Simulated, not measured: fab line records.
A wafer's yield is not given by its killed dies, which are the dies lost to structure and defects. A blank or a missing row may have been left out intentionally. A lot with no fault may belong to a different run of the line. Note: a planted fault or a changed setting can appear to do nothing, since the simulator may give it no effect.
fab line records | flow gf180mcu | part 1 of 2: steps 1 to 26 of 35
record: lots: 5 | wafers: 15 | last-day: 33
route steps=602 shown NSD@236 PSD@248 SAB@264
lots with no fault: from the same line, run without faults
start-h: hours from the record's first day to the start of the lot's first wafer shown | wait-h: hours since the lot's step before | " unchanged from the row above | L1.1+2: several wafers, shown together as one row | - no value, or no start was given | * or withheld: withheld | < > ~ a bound
route shown NAME@n: a module of which the file shows steps, and the number in the route of the first | usual: the fault-free wafers' mean and standard deviation | same: alike in all rows | chamber/n: place in a boat | sites: per-site readings | _std_site: the standard deviation of these | _edge_site: outer sites' mean less inner sites' | radius-mm: for every site, how far away it sits from the centre of the wafer | mask NAME#n: copy n | behind: the last tool/chamber to shape the wafer | hold: why the lot was held/for how many hours/how that ended | device: which transistor (n, p or np) failed to switch | end of line: tests of these same wafers at the route's end | for a step that has no rows: nothing shown but its recipe | killed: dies lost to structure and defects at the first sort, not the wafer's yield | map: a wafer's dies, marking killed ones x, the rest . and places with no die _
set.NAME: the setting as run; set.NAME@STEP: as run at that earlier step | model.NAME: the simulator's own value behind a step, which no gauge read
lots at selected steps of the route; one table per step, one row per wafer
services: when a tool's chamber went out of use (start-h, in hours from the record's first day, below 0 if earlier), for how many hours, and the reason
== steps ==
step: GF_NSD_HMDS_01
recipe: prime-time-s: 60 | prime-temp-c: 120
usual: chill-plate-temp-C: 22.99/0.12 | exhaust-pa: 45.1/1.1
lot.wafer | tool           | chamber | start-h | wait-h | chill-plate-temp-C | exhaust-pa
L075.2    | litho-track-02 | 0       | 290.52  | 0.1    | 23.13              | 44.8
L075.3    | "              | 0       | "       | "      | 23.16              | 45.0
L075.4    | "              | 0       | "       | "      | 23.20              | 45.6
L081.3    | litho-track-02 | 0       | 351.34  | 0.1    | 22.84              | 45.0
L081.4    | "              | 0       | "       | "      | 22.89              | 46.9
L081.5    | "              | 0       | "       | "      | 23.02              | 44.8
L085.1    | litho-track-04 | 0       | 381.67  | 0.1    | 23.19              | 45.1
L085.3    | "              | 0       | "       | "      | 22.79              | 44.6
L085.5    | "              | 0       | "       | "      | 23.12              | 45.9
L089.2    | litho-track-02 | 0       | 409.62  | 0.1    | 22.99              | 45.5
L089.3    | "              | 0       | "       | "      | 22.87              | 46.1
L089.5    | "              | 0       | "       | "      | 22.99              | 44.7
L094.3    | litho-track-01 | 0       | 447.87  | 0.1    | 22.83              | 45.4
L094.4    | "              | 0       | "       | "      | 23.01              | 44.9
L094.5    | "              | 0       | "       | "      | 23.02              | 44.6
step: GF_NSD_COAT_02
recipe: resist: NOVOLAK | spin-rpm: 3000 | resist-thk-nm: 1000
usual: chill-plate-temp-C: 22.98/0.11 | exhaust-pa: 44.9/0.99
lot.wafer | tool           | chamber | start-h | wait-h | chill-plate-temp-C | exhaust-pa
L075.2    | litho-track-02 | 0       | 290.67  | 0.1    | 23.06              | 45.6
L075.3    | "              | 0       | "       | "      | 23.04              | 46.4
L075.4    | "              | 0       | "       | "      | 23.15              | 44.7
L081.3    | litho-track-02 | 0       | 351.49  | 0.1    | 22.95              | 45.7
L081.4    | "              | 0       | "       | "      | 22.97              | 45.1
L081.5    | "              | 0       | "       | "      | 23.04              | 45.8
L085.1    | litho-track-04 | 0       | 381.82  | 0.1    | 23.13              | 45.9
L085.3    | "              | 0       | "       | "      | 22.82              | 45.4
L085.5    | "              | 0       | "       | "      | 23.02              | 45.5
L089.2    | litho-track-02 | 0       | 409.77  | 0.1    | 23.02              | 43.8
L089.3    | "              | 0       | "       | "      | 23.04              | 44.5
L089.5    | "              | 0       | "       | "      | 22.99              | 44.1
L094.3    | litho-track-01 | 0       | 448.02  | 0.1    | 22.82              | 43.3
L094.4    | "              | 0       | "       | "      | 22.87              | 44.2
L094.5    | "              | 0       | "       | "      | 22.83              | 44.4
step: GF_NSD_SOFTBAKE_03
recipe: temp-c: 90 | time-s: 60 | resist: NOVOLAK
usual: chill-plate-temp-C: 23.00/0.11 | exhaust-pa: 45.1/0.85
lot.wafer | tool           | chamber | start-h | wait-h | chill-plate-temp-C | exhaust-pa
L075.2    | litho-track-02 | 0       | 290.82  | 0.1    | 23.17              | 44.4
L075.3    | "              | 0       | "       | "      | 23.07              | 44.3
L075.4    | "              | 0       | "       | "      | 23.11              | 44.1
L081.3    | litho-track-02 | 0       | 351.64  | 0.1    | 23.11              | 45.9
L081.4    | "              | 0       | "       | "      | 23.08              | 45.4
L081.5    | "              | 0       | "       | "      | 23.01              | 44.6
L085.1    | litho-track-04 | 0       | 381.97  | 0.1    | 22.99              | 44.2
L085.3    | "              | 0       | "       | "      | 23.13              | 44.9
L085.5    | "              | 0       | "       | "      | 22.98              | 44.4
L089.2    | litho-track-02 | 0       | 409.92  | 0.1    | 22.96              | 46.3
L089.3    | "              | 0       | "       | "      | 22.83              | 45.0
L089.5    | "              | 0       | "       | "      | 23.04              | 46.1
L094.3    | litho-track-01 | 0       | 448.17  | 0.1    | 22.88              | 45.1
L094.4    | "              | 0       | "       | "      | 22.91              | 44.5
L094.5    | "              | 0       | "       | "      | 22.97              | 43.8
step: GF_NSD_EXPOSE_04
recipe: mask-id: Nplus | target-cd-nm: 400 | na: 0.6 | source-shape: conventional | sigma-outer: 0.6 | dose-mj: 140
lot.wafer  | tool             | chamber | start-h | wait-h | mask
L075.2+3+4 | iline-stepper-02 | 0       | -       | -      | Nplus#0
L081.3+4+5 | iline-stepper-02 | 0       | -       | -      | Nplus#0
L085.1+3+5 | iline-stepper-02 | 0       | -       | -      | Nplus#0
L089.2+3+5 | iline-stepper-01 | 0       | -       | -      | Nplus#0
L094.3+4+5 | iline-stepper-01 | 0       | -       | -      | Nplus#0
step: GF_NSD_PEB_05
recipe: temp-c: withheld | time-s: * | resist: NOVOLAK
usual: chill-plate-temp-C: * | exhaust-pa: 44.8/0.96
lot.wafer | tool           | chamber | start-h | wait-h | chill-plate-temp-C | exhaust-pa
L075.2    | litho-track-02 | 0       | -       | -      | *                  | 45.2
L075.3    | "              | 0       | "       | "      | *                  | 43.8
L075.4    | "              | 0       | "       | "      | *                  | 44.5
L081.3    | litho-track-01 | 0       | -       | -      | *                  | 45.7
L081.4    | "              | 0       | "       | "      | *                  | 45.8
L081.5    | "              | 0       | "       | "      | *                  | 46.4
L085.1    | litho-track-01 | 0       | -       | -      | *                  | 45.4
L085.3    | "              | 0       | "       | "      | *                  | 45.2
L085.5    | "              | 0       | "       | "      | *                  | 46.5
L089.2    | litho-track-02 | 0       | -       | -      | *                  | 46.0
L089.3    | "              | 0       | "       | "      | *                  | 44.3
L089.5    | "              | 0       | "       | "      | *                  | 45.1
L094.3    | litho-track-02 | 0       | -       | -      | *                  | 45.1
L094.4    | "              | 0       | "       | "      | *                  | 44.7
L094.5    | "              | 0       | "       | "      | *                  | 45.0
step: GF_NSD_DEVELOP_06
recipe: develop-time-s: 60 | dev-temp-c: 23
usual: chill-plate-temp-C: 23.02/0.11 | exhaust-pa: 45.3/0.83
same: develop-time-s: 60
lot.wafer | tool           | chamber | start-h | wait-h | chill-plate-temp-C | exhaust-pa
L075.2    | litho-track-02 | 0       | 300.87  | 0.1    | 23.01              | 44.4
L075.3    | "              | 0       | "       | "      | 23.05              | 45.5
L075.4    | "              | 0       | "       | "      | 22.92              | 45.2
L081.3    | litho-track-01 | 0       | 362.17  | 0.1    | 23.04              | 44.8
L081.4    | "              | 0       | "       | "      | 23.02              | 44.3
L081.5    | "              | 0       | "       | "      | 23.19              | 45.8
L085.1    | litho-track-01 | 0       | 392.52  | 0.1    | 23.09              | 44.7
L085.3    | "              | 0       | "       | "      | 23.21              | 45.9
L085.5    | "              | 0       | "       | "      | 23.02              | 44.2
L089.2    | litho-track-02 | 0       | 421.82  | 0.1    | 23.24              | 45.6
L089.3    | "              | 0       | "       | "      | 22.96              | 45.2
L089.5    | "              | 0       | "       | "      | 22.93              | 45.2
L094.3    | litho-track-02 | 0       | 460.14  | 0.1    | 22.96              | 44.9
L094.4    | "              | 0       | "       | "      | 22.89              | 45.2
L094.5    | "              | 0       | "       | "      | 22.95              | 45.3
step: GF_NSD_CD_MEAS_07
recipe: target-cd-nm: 400
usual: cd-nm: 399.5/2.5
lot.wafer | tool      | chamber | start-h | wait-h | cd-nm
L075.2    | cd-sem-01 | -       | 301.01  | 0.1    | 397.7
L075.3    | "         | -       | "       | "      | 400.7
L075.4    | "         | -       | "       | "      | 395.8
L081.3    | cd-sem-02 | -       | 362.31  | 0.1    | 404.5
L081.4    | "         | -       | "       | "      | 402.7
L081.5    | "         | -       | "       | "      | 402.9
L085.1    | cd-sem-02 | -       | 392.67  | 0.1    | 398.0
L085.3    | "         | -       | "       | "      | 396.1
L085.5    | "         | -       | "       | "      | 396.7
L089.2    | cd-sem-01 | -       | 421.96  | 0.1    | 399.0
L089.3    | "         | -       | "       | "      | 398.0
L089.5    | "         | -       | "       | "      | 398.2
L094.3    | cd-sem-01 | -       | 460.28  | 0.1    | 400.2
L094.4    | "         | -       | "       | "      | 403.1
L094.5    | "         | -       | "       | "      | 400.2
step: GF_NSD_OVL_MEAS_08
usual: NSD_OVL: 0.0/1.5
lot.wafer | tool       | chamber | start-h | wait-h | NSD_OVL[nm]
L075.2    | overlay-01 | -       | 301.12  | 0.1    | -1.4
L075.3    | "          | -       | "       | "      | 0.2
L075.4    | "          | -       | "       | "      | -1.4
L081.3    | overlay-01 | -       | 362.40  | 0.1    | 0.5
L081.4    | "          | -       | "       | "      | 1.5
L081.5    | "          | -       | "       | "      | 0.8
L085.1    | overlay-02 | -       | 392.79  | 0.1    | 0.0
L085.3    | "          | -       | "       | "      | -0.3
L085.5    | "          | -       | "       | "      | 0.3
L089.2    | overlay-01 | -       | 422.07  | 0.1    | -0.8
L089.3    | "          | -       | "       | "      | -1.7
L089.5    | "          | -       | "       | "      | -1.8
L094.3    | overlay-02 | -       | 460.37  | 0.1    | -2.0
L094.4    | "          | -       | "       | "      | 0.0
L094.5    | "          | -       | "       | "      | -0.3
step: GF_NSD_IMPLANT_09
recipe: species: As | energy-kev: 60 | dose-cm2: 4e+15 | tilt-deg: 7
lot.wafer  | tool         | chamber | start-h | wait-h
L075.2+3+4 | implanter-01 | 0       | 301.17  | 0.0
L081.3+4+5 | implanter-01 | 0       | 362.48  | 0.1
L085.1+3+5 | implanter-02 | 0       | 392.83  | 0.0
L089.2+3+5 | implanter-04 | 0       | 422.12  | 0.0
L094.3+4+5 | implanter-01 | 0       | 460.45  | 0.1
step: GF_NSD_IMPLANT_10
recipe: species: P | energy-kev: 40 | dose-cm2: 5e+14 | tilt-deg: 7
lot.wafer  | tool         | chamber | start-h | wait-h
L075.2+3+4 | implanter-01 | 0       | 301.32  | 0.1
L081.3+4+5 | implanter-01 | 0       | 362.63  | 0.1
L085.1+3+5 | implanter-02 | 0       | 392.98  | 0.1
L089.2+3+5 | implanter-04 | 0       | 422.27  | 0.1
L094.3+4+5 | implanter-01 | 0       | 460.60  | 0.1
step: GF_NSD_STRIP_11
recipe: chemistry: O2/N2 | power-w: 1400 | pressure-mtorr: 1500 | platen-temp-c: 250 | o2-flow-sccm: 3000 | n2-flow-sccm: 300 | overash-fraction: 0.5
usual: drypump-motor-current-A: 5.5/0.52 | heater-power-w: 360/24 | oes-product-au: 0.487/0.0045 | strip-time-to-endpoint-s: 22.99/0.035
lot.wafer | tool            | chamber | start-h | wait-h | drypump-motor-current-A | heater-power-w | oes-product-au | rf-hours-counter-h | strip-time-to-endpoint-s
L075.2    | plasma-asher-04 | 1       | 301.45  | 0.1    | 6.1                     | 304            | 0.483          | 64                 | 23.03
L075.3    | "               | 1       | "       | "      | 6.1                     | 312            | 0.484          | -                  | 23.01
L075.4    | "               | 0       | "       | "      | 5.2                     | 346            | 0.486          | -                  | 22.98
L081.3    | plasma-asher-04 | 0       | 362.76  | 0.1    | 5.2                     | 343            | 0.486          | -                  | 23.04
L081.4    | "               | 1       | "       | "      | 6.1                     | 309            | 0.487          | -                  | 23.01
L081.5    | "               | 1       | "       | "      | 6.0                     | 311            | 0.487          | -                  | 22.98
L085.1    | plasma-asher-01 | 0       | 393.13  | 0.1    | 5.9                     | 370            | 0.489          | 63                 | 22.97
L085.3    | "               | 1       | "       | "      | 4.8                     | 380            | 0.487          | -                  | 22.91
L085.5    | "               | 0       | "       | "      | 5.9                     | 381            | 0.491          | -                  | 22.92
L089.2    | plasma-asher-01 | 1       | 422.40  | 0.1    | 4.8                     | 371            | 0.485          | 66                 | 23.02
L089.3    | "               | 0       | "       | "      | 5.9                     | 377            | 0.490          | -                  | 23.02
L089.5    | "               | 1       | "       | "      | 4.7                     | 376            | 0.486          | -                  | 23.05
L094.3    | plasma-asher-01 | 1       | 460.73  | 0.1    | 4.8                     | 375            | 0.494          | -                  | 23.07
L094.4    | "               | 0       | "       | "      | 5.9                     | 377            | 0.484          | -                  | 23.05
L094.5    | "               | 1       | "       | "      | 4.8                     | 359            | 0.485          | -                  | 22.97
step: GF_NSD_TW_MEAS_12
usual: NSD_TW: 4283/66
lot.wafer | tool          | chamber | start-h | wait-h | NSD_TW
L075.2    | film-metro-01 | -       | 301.56  | 0.1    | 4319
L075.3    | "             | -       | "       | "      | 4325
L075.4    | "             | -       | "       | "      | 4336
L081.3    | film-metro-02 | -       | 362.85  | 0.1    | 4219
L081.4    | "             | -       | "       | "      | 4227
L081.5    | "             | -       | "       | "      | 4210
L085.1    | film-metro-01 | -       | 393.23  | 0.1    | 4341
L085.3    | "             | -       | "       | "      | 4377
L085.5    | "             | -       | "       | "      | 4356
L089.2    | film-metro-04 | -       | 422.51  | 0.1    | 4195
L089.3    | "             | -       | "       | "      | 4246
L089.5    | "             | -       | "       | "      | 4239
L094.3    | film-metro-01 | -       | 460.82  | 0.1    | 4331
L094.4    | "             | -       | "       | "      | 4353
L094.5    | "             | -       | "       | "      | 4333
step: GF_PSD_DEHYDRATE_00
recipe: temp-c: 200 | time-s: 60
usual: chill-plate-temp-C: 23.00/0.11 | exhaust-pa: 45.0/1
lot.wafer | tool           | chamber | start-h | wait-h | chill-plate-temp-C | exhaust-pa
L075.2    | litho-track-02 | 0       | 310.77  | 9.2    | 23.00              | 44.8
L075.3    | "              | 0       | "       | "      | 23.04              | 44.3
L075.4    | "              | 0       | "       | "      | 22.96              | 45.2
L081.3    | litho-track-02 | 0       | 373.74  | 10.9   | 23.18              | 46.0
L081.4    | "              | 0       | "       | "      | 23.12              | 45.6
L081.5    | "              | 0       | "       | "      | 23.07              | 45.3
L085.1    | litho-track-04 | 0       | 404.27  | 11.0   | 23.08              | 46.0
L085.3    | "              | 0       | "       | "      | 23.04              | 45.1
L085.5    | "              | 0       | "       | "      | 23.02              | 44.7
L089.2    | litho-track-02 | 0       | 433.72  | 11.2   | 23.10              | 45.7
L089.3    | "              | 0       | "       | "      | 23.10              | 44.0
L089.5    | "              | 0       | "       | "      | 23.11              | 44.4
L094.3    | litho-track-03 | 0       | 472.06  | 11.2   | 22.89              | 46.5
L094.4    | "              | 0       | "       | "      | 23.05              | 46.6
L094.5    | "              | 0       | "       | "      | 22.86              | 44.5
step: GF_PSD_HMDS_01
recipe: prime-time-s: 60 | prime-temp-c: 120
usual: chill-plate-temp-C: 22.99/0.13 | exhaust-pa: 45.2/0.84
lot.wafer | tool           | chamber | start-h | wait-h | chill-plate-temp-C | exhaust-pa
L075.2    | litho-track-02 | 0       | 310.92  | 0.1    | 23.00              | 46.7
L075.3    | "              | 0       | "       | "      | 23.01              | 45.3
L075.4    | "              | 0       | "       | "      | 23.19              | 45.0
L081.3    | litho-track-02 | 0       | 373.89  | 0.1    | 23.20              | 45.1
L081.4    | "              | 0       | "       | "      | 23.12              | 46.7
L081.5    | "              | 0       | "       | "      | 23.22              | 46.3
L085.1    | litho-track-04 | 0       | 404.42  | 0.1    | 22.99              | 45.0
L085.3    | "              | 0       | "       | "      | 22.89              | 46.1
L085.5    | "              | 0       | "       | "      | 22.87              | 45.3
L089.2    | litho-track-02 | 0       | 433.87  | 0.1    | 22.95              | 44.6
L089.3    | "              | 0       | "       | "      | 22.86              | 44.1
L089.5    | "              | 0       | "       | "      | 22.84              | 44.9
L094.3    | litho-track-03 | 0       | 472.21  | 0.1    | 23.02              | 45.1
L094.4    | "              | 0       | "       | "      | 23.04              | 46.0
L094.5    | "              | 0       | "       | "      | 22.82              | 46.9
step: GF_PSD_COAT_02
recipe: resist: NOVOLAK | spin-rpm: 3000 | resist-thk-nm: 1000
usual: chill-plate-temp-C: 23.01/0.11 | exhaust-pa: 44.7/0.88
lot.wafer | tool           | chamber | start-h | wait-h | chill-plate-temp-C | exhaust-pa
L075.2    | litho-track-02 | 0       | 311.07  | 0.1    | 23.11              | 44.3
L075.3    | "              | 0       | "       | "      | 22.97              | 44.4
L075.4    | "              | 0       | "       | "      | 23.03              | 43.3
L081.3    | litho-track-02 | 0       | 374.04  | 0.1    | 23.14              | 45.1
L081.4    | "              | 0       | "       | "      | 22.96              | 44.3
L081.5    | "              | 0       | "       | "      | 23.13              | 45.6
L085.1    | litho-track-04 | 0       | 404.57  | 0.1    | 22.95              | 44.3
L085.3    | "              | 0       | "       | "      | 23.02              | 44.7
L085.5    | "              | 0       | "       | "      | 23.03              | 44.0
L089.2    | litho-track-02 | 0       | 434.02  | 0.1    | 23.19              | 45.3
L089.3    | "              | 0       | "       | "      | 22.80              | 43.0
L089.5    | "              | 0       | "       | "      | 23.14              | 44.0
L094.3    | litho-track-03 | 0       | 472.36  | 0.1    | 23.15              | 45.3
L094.4    | "              | 0       | "       | "      | 23.12              | 43.9
L094.5    | "              | 0       | "       | "      | 23.00              | 42.5
step: GF_PSD_SOFTBAKE_03
recipe: temp-c: 90 | time-s: 60 | resist: NOVOLAK
usual: chill-plate-temp-C: 23.00/0.12 | exhaust-pa: 45.0/0.9
lot.wafer | tool           | chamber | start-h | wait-h | chill-plate-temp-C | exhaust-pa
L075.2    | litho-track-02 | 0       | 311.22  | 0.1    | 22.87              | 44.6
L075.3    | "              | 0       | "       | "      | 22.90              | 43.8
L075.4    | "              | 0       | "       | "      | 22.92              | 45.4
L081.3    | litho-track-02 | 0       | 374.19  | 0.1    | 23.11              | 45.3
L081.4    | "              | 0       | "       | "      | 22.94              | 45.6
L081.5    | "              | 0       | "       | "      | 23.13              | 45.8
L085.1    | litho-track-04 | 0       | 404.72  | 0.1    | 22.97              | 44.1
L085.3    | "              | 0       | "       | "      | 22.89              | 44.3
L085.5    | "              | 0       | "       | "      | 23.10              | 44.3
L089.2    | litho-track-02 | 0       | 434.17  | 0.1    | 23.19              | 46.8
L089.3    | "              | 0       | "       | "      | 23.05              | 47.1
L089.5    | "              | 0       | "       | "      | 23.07              | 45.4
L094.3    | litho-track-03 | 0       | 472.51  | 0.1    | 22.92              | 45.5
L094.4    | "              | 0       | "       | "      | 23.02              | 44.3
L094.5    | "              | 0       | "       | "      | 23.14              | 45.9
step: GF_PSD_EXPOSE_04
recipe: mask-id: Pplus | target-cd-nm: 400 | na: 0.6 | source-shape: conventional | sigma-outer: 0.6 | dose-mj: 140
lot.wafer  | tool             | chamber | start-h | wait-h | mask
L075.2+3+4 | iline-stepper-02 | 0       | -       | -      | Pplus#0
L081.3+4+5 | iline-stepper-01 | 0       | -       | -      | Pplus#0
L085.1+3+5 | iline-stepper-01 | 0       | -       | -      | Pplus#0
L089.2+3+5 | iline-stepper-02 | 0       | -       | -      | Pplus#0
L094.3+4+5 | iline-stepper-01 | 0       | -       | -      | Pplus#0
step: GF_PSD_PEB_05
recipe: temp-c: withheld | time-s: * | resist: NOVOLAK
usual: chill-plate-temp-C: * | exhaust-pa: 44.8/0.87
lot.wafer | tool           | chamber | start-h | wait-h | chill-plate-temp-C | exhaust-pa
L075.2    | litho-track-03 | 0       | -       | -      | *                  | 44.4
L075.3    | "              | 0       | "       | "      | *                  | 44.8
L075.4    | "              | 0       | "       | "      | *                  | 44.6
L081.3    | litho-track-04 | 0       | -       | -      | *                  | 44.9
L081.4    | "              | 0       | "       | "      | *                  | 44.4
L081.5    | "              | 0       | "       | "      | *                  | 46.0
L085.1    | litho-track-04 | 0       | -       | -      | *                  | 45.6
L085.3    | "              | 0       | "       | "      | *                  | 45.3
L085.5    | "              | 0       | "       | "      | *                  | 45.3
L089.2    | litho-track-03 | 0       | -       | -      | *                  | 43.8
L089.3    | "              | 0       | "       | "      | *                  | 43.8
L089.5    | "              | 0       | "       | "      | *                  | 44.1
L094.3    | litho-track-04 | 0       | -       | -      | *                  | 43.8
L094.4    | "              | 0       | "       | "      | *                  | 45.6
L094.5    | "              | 0       | "       | "      | *                  | 44.7
step: GF_PSD_DEVELOP_06
recipe: develop-time-s: 60 | dev-temp-c: 23
usual: chill-plate-temp-C: 23.02/0.1 | exhaust-pa: 45.2/0.75
same: develop-time-s: 60
lot.wafer | tool           | chamber | start-h | wait-h | chill-plate-temp-C | exhaust-pa
L075.2    | litho-track-03 | 0       | 321.64  | 0.1    | 22.89              | 44.9
L075.3    | "              | 0       | "       | "      | 22.95              | 44.3
L075.4    | "              | 0       | "       | "      | 22.97              | 43.8
L081.3    | litho-track-04 | 0       | 385.62  | 0.1    | 23.06              | 45.0
L081.4    | "              | 0       | "       | "      | 22.92              | 44.7
L081.5    | "              | 0       | "       | "      | 23.06              | 44.0
L085.1    | litho-track-04 | 0       | 416.37  | 0.1    | 23.22              | 45.8
L085.3    | "              | 0       | "       | "      | 22.99              | 44.1
L085.5    | "              | 0       | "       | "      | 22.96              | 44.5
L089.2    | litho-track-03 | 0       | 445.99  | 0.1    | 22.80              | 46.1
L089.3    | "              | 0       | "       | "      | 23.02              | 46.3
L089.5    | "              | 0       | "       | "      | 22.89              | 45.4
L094.3    | litho-track-04 | 0       | 484.77  | 0.1    | 23.11              | 44.9
L094.4    | "              | 0       | "       | "      | 23.01              | 45.1
L094.5    | "              | 0       | "       | "      | 23.13              | 45.6
step: GF_PSD_CD_MEAS_07
recipe: target-cd-nm: 400
usual: cd-nm: 399.6/2.3
lot.wafer | tool      | chamber | start-h | wait-h | cd-nm
L075.2    | cd-sem-02 | -       | 321.79  | 0.1    | 398.6
L075.3    | "         | -       | "       | "      | 396.0
L075.4    | "         | -       | "       | "      | 395.9
L081.3    | cd-sem-02 | -       | 386.48  | 0.8    | 404.3
L081.4    | "         | -       | "       | "      | 403.8
L081.5    | "         | -       | "       | "      | 404.1
L085.1    | cd-sem-02 | -       | 416.52  | 0.1    | 399.4
L085.3    | "         | -       | "       | "      | 397.7
L085.5    | "         | -       | "       | "      | 397.9
L089.2    | cd-sem-01 | -       | 446.13  | 0.1    | 398.9
L089.3    | "         | -       | "       | "      | 398.2
L089.5    | "         | -       | "       | "      | 398.8
L094.3    | cd-sem-02 | -       | 484.91  | 0.1    | 400.3
L094.4    | "         | -       | "       | "      | 400.2
L094.5    | "         | -       | "       | "      | 400.3
step: GF_PSD_OVL_MEAS_08
usual: PSD_OVL: -0.2/1.6
lot.wafer | tool       | chamber | start-h | wait-h | PSD_OVL[nm]
L075.2    | overlay-01 | -       | 321.89  | 0.1    | 1.6
L075.3    | "          | -       | "       | "      | -1.0
L075.4    | "          | -       | "       | "      | 0.8
L081.3    | overlay-01 | -       | 386.57  | 0.1    | -1.7
L081.4    | "          | -       | "       | "      | -1.7
L081.5    | "          | -       | "       | "      | -1.9
L085.1    | overlay-02 | -       | 416.64  | 0.1    | -1.3
L085.3    | "          | -       | "       | "      | -0.2
L085.5    | "          | -       | "       | "      | -0.1
L089.2    | overlay-02 | -       | 446.24  | 0.1    | 1.9
L089.3    | "          | -       | "       | "      | 0.5
L089.5    | "          | -       | "       | "      | 0.8
L094.3    | overlay-01 | -       | 485.00  | 0.1    | -1.3
L094.4    | "          | -       | "       | "      | -1.7
L094.5    | "          | -       | "       | "      | -0.4
step: GF_PSD_IMPLANT_09
recipe: species: BF2 | energy-kev: 40 | dose-cm2: 1.5e+15 | tilt-deg: 7
lot.wafer  | tool         | chamber | start-h | wait-h
L075.2+3+4 | implanter-01 | 0       | 321.95  | 0.0
L081.3+4+5 | implanter-03 | 0       | 386.64  | 0.1
L085.1+3+5 | implanter-03 | 0       | 416.68  | 0.0
L089.2+3+5 | implanter-04 | 0       | 446.29  | 0.0
L094.3+4+5 | implanter-01 | 0       | 485.08  | 0.1
step: GF_PSD_STRIP_10
recipe: chemistry: O2/N2 | power-w: 1400 | pressure-mtorr: 1500 | platen-temp-c: 250 | o2-flow-sccm: 3000 | n2-flow-sccm: 300 | overash-fraction: 0.5
usual: drypump-motor-current-A: 5.5/0.54 | heater-power-w: 354/29 | oes-product-au: 0.592/0.0044 | strip-time-to-endpoint-s: 16.54/0.039
lot.wafer | tool            | chamber | start-h | wait-h | drypump-motor-current-A | heater-power-w | oes-product-au | rf-hours-counter-h | strip-time-to-endpoint-s
L075.2    | plasma-asher-01 | 1       | 322.07  | 0.1    | 4.8                     | 377            | 0.584          | 55                 | 16.63
L075.3    | "               | 1       | "       | "      | 4.8                     | 374            | 0.585          | -                  | 16.66
L075.4    | "               | 0       | "       | "      | 5.9                     | 394            | 0.597          | -                  | 16.60
L081.3    | plasma-asher-01 | 1       | 386.78  | 0.1    | 4.7                     | 375            | 0.596          | -                  | 16.54
L081.4    | "               | 0       | "       | "      | 6.0                     | 373            | 0.591          | -                  | 16.56
L081.5    | "               | 0       | "       | "      | 5.9                     | 375            | 0.593          | -                  | 16.55
L085.1    | plasma-asher-04 | 1       | 416.83  | 0.1    | 6.1                     | 306            | 0.587          | 76                 | 16.48
L085.3    | "               | 1       | "       | "      | 6.1                     | 310            | 0.596          | -                  | 16.50
L085.5    | "               | 1       | "       | "      | 6.0                     | 303            | 0.583          | -                  | 16.52
L089.2    | plasma-asher-02 | 1       | 446.42  | 0.1    | 6.2                     | 303            | 0.594          | 2                  | 16.56
L089.3    | "               | 1       | "       | "      | 6.2                     | 302            | 0.598          | -                  | 16.56
L089.5    | "               | 1       | "       | "      | 6.2                     | 301            | 0.591          | -                  | 16.57
L094.3    | plasma-asher-01 | 0       | 485.21  | 0.1    | 5.9                     | 383            | 0.591          | -                  | 16.50
L094.4    | "               | 1       | "       | "      | 4.7                     | 372            | 0.588          | -                  | 16.58
L094.5    | "               | 0       | "       | "      | 5.9                     | 376            | 0.601          | -                  | 16.53
step: GF_PSD_TW_MEAS_11
usual: PSD_TW: 3189/45
lot.wafer | tool          | chamber | start-h | wait-h | PSD_TW
L075.2    | film-metro-01 | -       | 322.18  | 0.1    | 3254
L075.3    | "             | -       | "       | "      | 3277
L075.4    | "             | -       | "       | "      | 3252
L081.3    | film-metro-02 | -       | 386.86  | 0.1    | 3172
L081.4    | "             | -       | "       | "      | 3168
L081.5    | "             | -       | "       | "      | 3175
L085.1    | film-metro-02 | -       | 416.93  | 0.1    | 3147
L085.3    | "             | -       | "       | "      | 3150
L085.5    | "             | -       | "       | "      | 3149
L089.2    | film-metro-04 | -       | 446.53  | 0.1    | 3162
L089.3    | "             | -       | "       | "      | 3155
L089.5    | "             | -       | "       | "      | 3145
L094.3    | film-metro-02 | -       | 485.30  | 0.1    | 3144
L094.4    | "             | -       | "       | "      | 3155
L094.5    | "             | -       | "       | "      | 3161
step: GF_PSD_CLEAN_12
recipe: chemistry: SC1/SC2 | mix: 1:4:20 | temp-c: 70 | time-s: 150 | dry: n2-spin
usual: bath-guard-temp-C: 70.4/0.58
lot.wafer | tool         | chamber | start-h | wait-h | bath-guard-temp-C
L075.2    | wet-bench-01 | 0       | 322.23  | 0.0    | 69.7
L075.3    | "            | 0       | "       | "      | 69.7
L075.4    | "            | 0       | "       | "      | 70.0
L081.3    | wet-bench-01 | 3       | 386.90  | 0.0    | 70.1
L081.4    | "            | 3       | "       | "      | 70.3
L081.5    | "            | 3       | "       | "      | 69.8
L085.1    | wet-bench-01 | 3       | 416.99  | 0.1    | 70.3
L085.3    | "            | 3       | "       | "      | 69.9
L085.5    | "            | 3       | "       | "      | 69.7
L089.2    | wet-bench-01 | 0       | 446.58  | 0.0    | 69.9
L089.3    | "            | 0       | "       | "      | 69.5
L089.5    | "            | 0       | "       | "      | 69.7
L094.3    | wet-bench-03 | 2       | 485.34  | 0.0    | 71.4
L094.4    | "            | 2       | "       | "      | 71.4
L094.5    | "            | 2       | "       | "      | 71.9
step: GF_PSD_RTA_13
recipe: temp-c: 1025 | time-s: 20 | ambient: N2
usual: lamp-power-pct: 31.6/2.1 | wafer_temp_C_max: 1030.8/1.9
lot.wafer | tool          | chamber | start-h | wait-h | lamp-power-pct | wafer_temp_C_max
L075.2    | rtp-anneal-02 | 0       | 322.30  | 0.0    | 29.5           | 1029.8
L075.3    | "             | 0       | "       | "      | 29.5           | 1032.2
L075.4    | "             | 0       | "       | "      | 29.5           | 1030.9
L081.3    | rtp-anneal-02 | 0       | 386.98  | 0.0    | 29.5           | 1028.6
L081.4    | "             | 0       | "       | "      | 29.5           | 1028.0
L081.5    | "             | 0       | "       | "      | 29.5           | 1029.2
L085.1    | rtp-anneal-02 | 0       | 417.04  | 0.0    | 29.6           | 1029.6
L085.3    | "             | 0       | "       | "      | 29.6           | 1029.3
L085.5    | "             | 0       | "       | "      | 29.6           | 1028.3
L089.2    | rtp-anneal-01 | 0       | 446.64  | 0.0    | 33.8           | 1036.9
L089.3    | "             | 0       | "       | "      | 33.8           | 1032.6
L089.5    | "             | 0       | "       | "      | 33.7           | 1032.6
L094.3    | rtp-anneal-01 | 0       | 485.42  | 0.0    | 33.8           | 1030.7
L094.4    | "             | 0       | "       | "      | 33.8           | 1031.2
L094.5    | "             | 0       | "       | "      | 33.8           | 1034.6
